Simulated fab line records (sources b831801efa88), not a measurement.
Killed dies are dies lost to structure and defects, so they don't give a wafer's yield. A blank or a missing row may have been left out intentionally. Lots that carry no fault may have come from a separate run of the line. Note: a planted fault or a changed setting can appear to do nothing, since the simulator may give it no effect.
Comparing a struck lot with a sound one    flow sky130    15 steps out of a route of 708
Sound: the wafers L225.1, L225.2, L225.6. Wafers L232.1, L232.4, L232.6 were the ones struck. The cause is given at the end.
Order at every step that has rows: each side's tool, ch and its chambers, its first start. Under that, the readings that differ: sound wafers    struck wafers    difference of the means    sigmas: that difference in standard deviations of wafers without a fault.
alike: words and numbers the same on both sides, and readings whose means are apart by under 2 such deviations; not compared: readings that were withheld, readings missing a value for some wafer, numbers with overlapping values and no deviation given by the record, and bounds like >300 which may hide the same value.
Wherever a step has rows on one side only, a row that says differs or no value, or a row with sigmas, the two part there. Non-overlapping numbers with no deviation appear without sigmas and do not part them. Lack of a reading on every wafer of one side parts them only where that side has two or more wafers.

first, 1 step without rows for these wafers: SKY_PWDE_IMPLANT_08.
SKY_PWDE_STRIP_09: strips in O2/N2.
  sound on plasmaAsher-03 ch 0,1, day 5 07:31; struck on plasmaAsher-01 ch 1, day 6 21:33
  alike: drypumpMotorCurrentA, oesProductAu, stripTimeToEndpointS
  not compared: rfHoursCounterH
SKY_PWDE_TW_MEAS_10:
  sound: filmMetro-02 at day 5 07:37; struck: filmMetro-01 at day 6 21:39
  alike: PWDE_TW
then, 7 steps without rows for these wafers: SKY_NWELL_DEHYDRATE_03 (time 60 s); SKY_NWELL_HMDS_04 (prime time 60 s); SKY_NWELL_COAT_05 (resist thk 2950 nm); SKY_NWELL_SOFTBAKE_06; SKY_NWELL_EXPOSE_07 (exposes mask NWM, target cd 840 nm); SKY_NWELL_PEB_08; SKY_NWELL_DEVELOP_09 (develop time 60 s).
SKY_NWELL_OVL_MEAS_10:
  sound: overlay-02 at day 6 01:26; struck: overlay-01 at day 7 17:26
reading            sound           struck       difference  sigmas
NWELL_00_OVL (nm)  -3.9 -3.9 -2.5  0.4 1.2 1.3  +4.4        +3
next, for these wafers, 1 step has no rows: SKY_NWELL_IMPLANT_11.
SKY_NWELL_IMPLANT_12:
  sound on implanter-03 ch 0, day 6 01:37; struck on implanter-02 ch 0, day 7 17:37
reading                  sound                 struck                difference  sigmas
beamEnergyKeV            120.00 120.03 119.97  105.73 105.76 105.67  -14.28      -99 or more
model.implant.rpNm (nm)  150.5 150.5 150.5     134.4 134.4 134.4     -16.1       
  alike: doseIonsCm2
next, for these wafers, 1 step has no rows: SKY_NWELL_IMPLANT_13.
-- the record jumps here: 41 days lie between the struck wafers' starts before and after (it left off in module NWELL and takes up again in module PAD_OPEN, whose first step shown is number 708 of the route) --
SKY_PAD_OPEN_PROBE_99:
  sound: prober-01 at day 47 13:24; struck: prober-02 at day 48 22:34
reading                                sound                    struck                   difference  sigmas
model.etest.pfet_01v8_lvt.driveUaUm    173.4 176.4 170.9        167.7 167.9 167          -6.0        
model.etest.pfet_01v8_lvt.offLog10AUm  -8.779 -8.707 -8.928     -9.409 -9.536 -9.332     -0.621      
model.etest.pfetG5v0d10v5.offLog10AUm  -12.32 -12.25 -12.34     -12.88 -13.15 -13.01     -0.71       
model.etest.pfetG5v0d10v5.vtSatV (V)   -0.6208 -0.601 -0.6058   -0.6696 -0.7102 -0.6795  -0.0772     
model.etest.pfet_16v.vtV (V)           -1.092 -1.085 -1.093     -1.146 -1.14 -1.147      -0.054      
model.etest.pfetG5v0d10v5.vtV (V)      -0.8203 -0.808 -0.8068   -0.8582 -0.8942 -0.8628  -0.0600     
model.etest.pfetG5v0d10v5.vtLongV (V)  -0.9211 -0.9172 -0.9314  -0.9776 -0.9699 -0.974   -0.0506     
model.etest.pfet_01v8_lvt.vtSatV (V)   -0.4421 -0.4347 -0.4382  -0.4884 -0.4812 -0.4827  -0.0458     
  alike: killed_at_M0_to_M3, killed_at_M4_up, killedAtContacts, killedAtFrontEnd, killedAtOther, killedDies, killedOpen, killedShort

WHERE THEY PART
Earliest at SKY_NWELL_OVL_MEAS_10; latest, in this record, at SKY_NWELL_IMPLANT_12. Later steps at which nothing parts them and some readings are alike: SKY_PAD_OPEN_PROBE_99.

WHY: what the simulator had put in
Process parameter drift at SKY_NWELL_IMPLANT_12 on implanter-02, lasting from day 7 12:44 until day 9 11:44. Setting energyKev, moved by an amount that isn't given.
